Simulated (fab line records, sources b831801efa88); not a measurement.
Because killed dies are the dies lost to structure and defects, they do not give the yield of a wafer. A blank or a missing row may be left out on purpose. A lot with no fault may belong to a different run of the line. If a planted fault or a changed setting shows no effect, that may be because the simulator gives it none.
Which tool was responsible? -- flow sfq_line -- Sampling: 6 lots, 18 wafers, 2 of 325 route steps

## WHAT THE GAUGES READ, wafer by wafer
SFQ_L0_RS_MEAS_901: measures by four-point-probe.
lot,measured,on,L0_MONX_KI_RS (ohm/sq)
L813,day 1 17:35,film_metro-02,43.9 44.1 43.9
L815,day 2 03:35,film_metro-02,43.5 43.9 43.9
L817,day 2 13:37,film_metro-02,43.3 43.2 43.2
L822,day 3 14:36,film_metro-01,43.7 43.9 43.4
L827,day 4 15:34,film_metro-02,43.0 42.6 42.9
L834,day 6 02:37,film_metro-02,43.4 43.2 43.0

## WHAT TOOL EACH LOT RAN ON (gives the tool, then ch and the chambers of the sampled wafers, and finally the start)
lot,SFQ_TRILAYER_L0_DEP_SPUTTER_003
L813,"pvd_sputter-04, day 1 17:29"
L815,"pvd_sputter-04, day 2 03:29"
L817,"pvd_sputter-04, day 2 13:29"
L822,"pvd_sputter-03, day 3 14:29"
L827,"pvd_sputter-06, day 4 15:29"
L834,"pvd_sputter-06, day 6 02:29"
- SFQ_TRILAYER_L0_DEP_SPUTTER_003: material MoNx KI, target thk 40 nm, time 100 s.

## THE ANSWER, worked out from the rows above alone
Rule: the usual values come from the lots themselves. The widest of any qualifying gaps counts: lots, ordered by their means at a reading, are off when they make up no more than a third of the lots, leave a main group of 4 or more, and stand apart from it by 3 or more times the standard deviation of that group's means. If all means in a main group match to the digits the tables above print for the reading, that group is not used. Also off: a lot with no number at a reading for which 4 or more lots have one. The other lots that the step has rows for count as sound.
Nothing can be told from this: no lot is off at any reading shown.

## WHAT HAD BEEN PUT IN BY THE SIMULATOR
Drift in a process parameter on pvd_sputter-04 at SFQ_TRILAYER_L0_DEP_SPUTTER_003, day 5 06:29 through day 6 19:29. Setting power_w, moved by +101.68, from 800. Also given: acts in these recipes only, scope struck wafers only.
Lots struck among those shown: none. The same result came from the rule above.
